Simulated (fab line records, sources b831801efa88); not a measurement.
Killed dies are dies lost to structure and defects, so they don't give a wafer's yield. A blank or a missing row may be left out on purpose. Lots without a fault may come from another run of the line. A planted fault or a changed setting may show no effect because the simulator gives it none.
Which tool did it? | flow sky130 | 15 lots, 45 wafers sampled, at 2 steps of a route of 708

WHAT THE GAUGES READ, wafer by wafer
The record holds no reading of a measuring or inspecting step that can be judged against a usual standard deviation.

WHICH TOOL RAN EACH LOT (tool, then ch and the chambers of the sampled wafers, then the start)
lot  | SKY_RES_PROTECT_COAT_02           | SKY_RES_PROTECT_STRIP_07
L436 | litho_track-03 ch 0, day 14 06:33 | plasma_asher-03 ch 0, day 14 19:54
L437 | litho_track-02 ch 0, day 14 15:00 | plasma_asher-03 ch 0,1, day 15 04:18
L438 | litho_track-03 ch 0, day 15 09:34 | plasma_asher-01 ch 0,1, day 15 23:04
L440 | litho_track-03 ch 0, day 15 21:09 | plasma_asher-01 ch 0,1, day 16 11:16
L439 | litho_track-02 ch 0, day 15 21:27 | plasma_asher-02 ch 0,1, day 16 11:34
L441 | litho_track-03 ch 0, day 16 05:07 | plasma_asher-01 ch 0,1, day 16 19:21
L443 | litho_track-04 ch 0, day 16 19:29 | plasma_asher-01 ch 0,1, day 17 10:06
L444 | litho_track-04 ch 0, day 17 08:26 | plasma_asher-02 ch 0,1, day 17 22:51
L447 | litho_track-02 ch 0, day 18 14:51 | plasma_asher-01 ch 0,1, day 19 06:21
L449 | litho_track-04 ch 0, day 19 00:16 | plasma_asher-02 ch 0,1, day 19 16:45
L448 | litho_track-03 ch 0, day 19 00:22 | plasma_asher-03 ch 0,1, day 19 16:57
L454 | litho_track-03 ch 0, day 20 14:06 | plasma_asher-03 ch 0,1, day 21 06:30
L455 | litho_track-04 ch 0, day 21 08:19 | plasma_asher-01 ch 0,1, day 21 23:54
L456 | litho_track-04 ch 0, day 21 18:07 | plasma_asher-02 ch 0,1, day 22 10:05
L457 | litho_track-04 ch 0, day 22 04:19 | plasma_asher-01 ch 0,1, day 22 20:19
- SKY_RES_PROTECT_COAT_02: resist thk 1140 nm.
- SKY_RES_PROTECT_STRIP_07: strips in O2/N2.

WHAT THE TOOLS THEMSELVES READ (means of the sampled wafers that have a number; where no wafer has one, the mark that the record gives instead)
SKY_RES_PROTECT_COAT_02. Usual: spin_speed_rpm 3000.1 rpm, standard deviation 1.5.
lot  | tool           | spin_speed_rpm (rpm) | flag
L436 | litho_track-03 | 2999.9               |
L437 | litho_track-02 | 2999.4               |
L438 | litho_track-03 | 3000.7               |
L440 | litho_track-03 | 3000.7               |
L439 | litho_track-02 | 2999.7               |
L441 | litho_track-03 | 3000.1               |
L443 | litho_track-04 | 2999.4               |
L444 | litho_track-04 | 2999.7               |
L447 | litho_track-02 | 2999.0               |
L449 | litho_track-04 | 2998.3               |
L448 | litho_track-03 | 2999.2               |
L454 | litho_track-03 | 3001.9               |
L455 | litho_track-04 | 2807.6               | OFF
L456 | litho_track-04 | 2805.8               | OFF
L457 | litho_track-04 | 2806.4               | OFF

SKY_RES_PROTECT_STRIP_07. Usual: drypump_motor_current_A 5.8 A, standard deviation 0.48; oes_product_au 0.518 a.u., standard deviation 0.0045; strip_time_to_endpoint_s 23.28 s, standard deviation 0.038.
lot  | tool            | drypump_motor_current_A (A) | oes_product_au (a.u.) | strip_time_to_endpoint_s (s) | flag
L436 | plasma_asher-03 | 6.3                         | 0.519                 | 23.30                        |
L437 | plasma_asher-03 | 5.9                         | 0.519                 | 23.25                        |
L438 | plasma_asher-01 | 5.4                         | 0.523                 | 23.31                        |
L440 | plasma_asher-01 | 5.8                         | 0.516                 | 23.26                        |
L439 | plasma_asher-02 | 5.6                         | 0.519                 | 23.25                        |
L441 | plasma_asher-01 | 5.4                         | 0.519                 | 23.27                        |
L443 | plasma_asher-01 | 5.4                         | 0.517                 | 23.37                        |
L444 | plasma_asher-02 | 5.6                         | 0.520                 | 23.28                        |
L447 | plasma_asher-01 | 5.3                         | 0.518                 | 23.26                        |
L449 | plasma_asher-02 | 5.8                         | 0.521                 | 23.30                        |
L448 | plasma_asher-03 | 5.9                         | 0.517                 | 23.23                        |
L454 | plasma_asher-03 | 6.1                         | 0.516                 | 23.28                        |
L455 | plasma_asher-01 | 5.4                         | 0.519                 | 23.65                        | OFF
L456 | plasma_asher-02 | 5.8                         | 0.526                 | 23.77                        | OFF
L457 | plasma_asher-01 | 5.4                         | 0.520                 | 23.68                        | OFF

THE ANSWER, worked out from the rows above alone
Rule: a lot is off if the mean of its wafers that have a number lies more than 3 standard deviations from the usual mean. A lot without any number at a reading at which 4 lots or more have one is off too. The other lots that the step has rows for count as sound. The gauges are gone through in route order, then the tools' own readings, and for those a lot's mean is taken as printed above. The first step at which some lot is off is used, and at that step the reading that is off furthest; a lot without a number counts as furthest.
Off: L455, L456, L457, at SKY_RES_PROTECT_COAT_02 (spin_speed_rpm).
A tool fits if, at that step or a process step before it, it ran every lot that is off, and no sound lot after the first of them. One fits: litho_track-04 at SKY_RES_PROTECT_COAT_02. Its last sound lot is L449 (day 19 00:16), its first lot that is off L455 (day 21 08:19): a fault that began between those two fits.
The tool's own readings at SKY_RES_PROTECT_COAT_02 bear it out: on the lots that are off they differ by more than 5 times the standard deviation of the sound lots' means. spin_speed_rpm reads 2806.6 rpm there against 2999.8 rpm on the sound lots.

WHAT THE SIMULATOR HAD PUT IN
Process parameter drift: litho_track-04, from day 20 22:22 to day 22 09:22, at SKY_RES_PROTECT_COAT_02. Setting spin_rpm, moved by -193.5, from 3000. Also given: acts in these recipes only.
Lots struck among those shown: L455, L456, L457. The rule above found the same.
